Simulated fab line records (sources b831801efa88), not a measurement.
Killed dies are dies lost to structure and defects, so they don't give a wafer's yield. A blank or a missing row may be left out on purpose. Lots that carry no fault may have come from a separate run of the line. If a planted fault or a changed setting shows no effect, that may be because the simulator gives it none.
Which tool is to blame? ; flow sky130 ; Sampling: 12 lots, 36 wafers, 3 of 708 route steps

## WHAT THE GAUGES READ, wafer by wafer
SKY_LOCAL_INTERCONNECT_RS_MEAS_01: a four-point-probe measurement. Usual: LOCAL_INTERCONNECT_TIN_RS gives 14.09 ohm/sq (standard deviation 0.16).
lot;measured;on;LOCAL_INTERCONNECT_TIN_RS (ohm/sq);flag
L317;day 28 20:25;film-metro-01;14.27 14.19 14.23;
L318;day 29 09:23;film-metro-01;14.20 14.16 14.19;
L319;day 29 20:31;film-metro-03;14.47 14.37 14.47;
L322;day 31 01:23;film-metro-01;14.10 14.16 14.20;
L324;day 31 21:19;film-metro-01;14.21 14.12 14.24;
L327;day 32 15:23;film-metro-04;14.09 14.16 14.31;
L330;day 33 18:59;film-metro-03;14.04 14.03 14.09;
L334;day 35 01:40;film-metro-01;14.02 14.12 14.35;
L337;day 35 22:27;film-metro-04;13.86 13.70 13.67;
L338;day 36 06:01;film-metro-01;18.73 19.03 19.12 18.74 19.02 19.13;OFF
L339;day 36 09:37;film-metro-04;19.23 19.23 18.83 19.24 19.24 18.83;OFF
L340;day 36 16:31;film-metro-04;19.02 19.24 18.99 19.02 19.24 18.99;OFF

SKY_LOCAL_INTERCONNECT_THK_MEAS_02: measures by xrf. Usual: LOCAL_INTERCONNECT_TIN_THK gives 100.2 nm (standard deviation 1.1).
lot;measured;on;LOCAL_INTERCONNECT_TIN_THK (nm);flag
L317;day 28 20:31;film-metro-01;100.5 100.7 100.7;
L318;day 29 09:31;film-metro-01;99.5 100.4 99.7;
L319;day 29 20:38;film-metro-03;97.2 97.6 97.4;
L322;day 31 01:30;film-metro-01;100.4 99.7 99.5;
L324;day 31 21:25;film-metro-01;99.4 100.2 99.8;
L327;day 32 15:30;film-metro-04;100.5 99.9 98.9;
L330;day 33 19:05;film-metro-03;100.2 99.6 99.8;
L334;day 35 01:47;film-metro-01;100.7 99.8 98.3;
L337;day 35 22:34;film-metro-04;101.4 102.5 102.5;
L338;day 36 08:37;film-metro-01;76.5 75.4 75.0 76.7 75.8 75.0;OFF
L339;day 36 16:13;film-metro-04;74.0 74.8 76.0 74.5 74.3 75.8;OFF
L340;day 36 20:52;film-metro-04;75.3 74.8 75.2 74.8 74.4 75.3;OFF

## WHAT TOOL EACH LOT RAN ON (gives the tool, then ch and the chambers of the sampled wafers, and finally the start)
lot;SKY_LOCAL_INTERCONNECT_SPUTTER_00
L317;pvd-sputter-01, day 28 20:19
L318;pvd-sputter-03, day 29 09:20
L319;pvd-sputter-02, day 29 20:27
L322;pvd-sputter-03, day 31 01:19
L324;pvd-sputter-03, day 31 21:13
L327;pvd-sputter-02, day 32 15:19
L330;pvd-sputter-01, day 33 18:53
L334;pvd-sputter-03, day 35 01:35
L337;pvd-sputter-02, day 35 22:23
L338;pvd-sputter-02, day 36 05:53
L339;pvd-sputter-02, day 36 09:31
L340;pvd-sputter-02, day 36 16:26
- SKY_LOCAL_INTERCONNECT_SPUTTER_00: material TiN, target thk 100 nm, time 83.3 s.

## AS READ BY THE TOOLS THEMSELVES (means over the sampled wafers that have a number; for cases with no such wafer, the mark the record gives instead)
SKY_LOCAL_INTERCONNECT_SPUTTER_00. Usual: 29.9 % for throttle-valve-pct, sd 0.67.
lot;tool;throttle-valve-pct (%);flag
L317;pvd-sputter-01;29.9;
L318;pvd-sputter-03;30.2;
L319;pvd-sputter-02;29.1;
L322;pvd-sputter-03;30.1;
L324;pvd-sputter-03;30.4;
L327;pvd-sputter-02;29.9;
L330;pvd-sputter-01;30.2;
L334;pvd-sputter-03;30.4;
L337;pvd-sputter-02;30.0;
L338;pvd-sputter-02;29.6;
L339;pvd-sputter-02;29.4;
L340;pvd-sputter-02;29.3;

## THE ANSWER, worked out from the rows above alone
Rule: a lot is off if the mean of its wafers that have a number lies more than 3 standard deviations from the usual mean. Also off: a lot with no number at a reading for which 4 or more lots have one. The other lots that the step has rows for count as sound. Order of review: gauges by route order, followed by the tools' own readings, for which a lot's mean as printed above is used. At the first step where some lot is off, the reading lying furthest off is the one used; lots without a number count as furthest.
Off: L338, L339, L340, seen at SKY_LOCAL_INTERCONNECT_RS_MEAS_01 (LOCAL_INTERCONNECT_TIN_RS).
If a tool, at a process step before that reading, ran all the lots that are off and no sound lot after the first of them, it fits. Those tools and the gauges at SKY_LOCAL_INTERCONNECT_RS_MEAS_01 are tried in the same way. One candidate fits, namely pvd-sputter-02 at SKY_LOCAL_INTERCONNECT_SPUTTER_00. A fault onset in the window from L337 (day 35 22:23, its last sound lot) to L338 (day 36 05:53, its first lot off) fits.

## WHAT HAD BEEN PUT IN BY THE SIMULATOR
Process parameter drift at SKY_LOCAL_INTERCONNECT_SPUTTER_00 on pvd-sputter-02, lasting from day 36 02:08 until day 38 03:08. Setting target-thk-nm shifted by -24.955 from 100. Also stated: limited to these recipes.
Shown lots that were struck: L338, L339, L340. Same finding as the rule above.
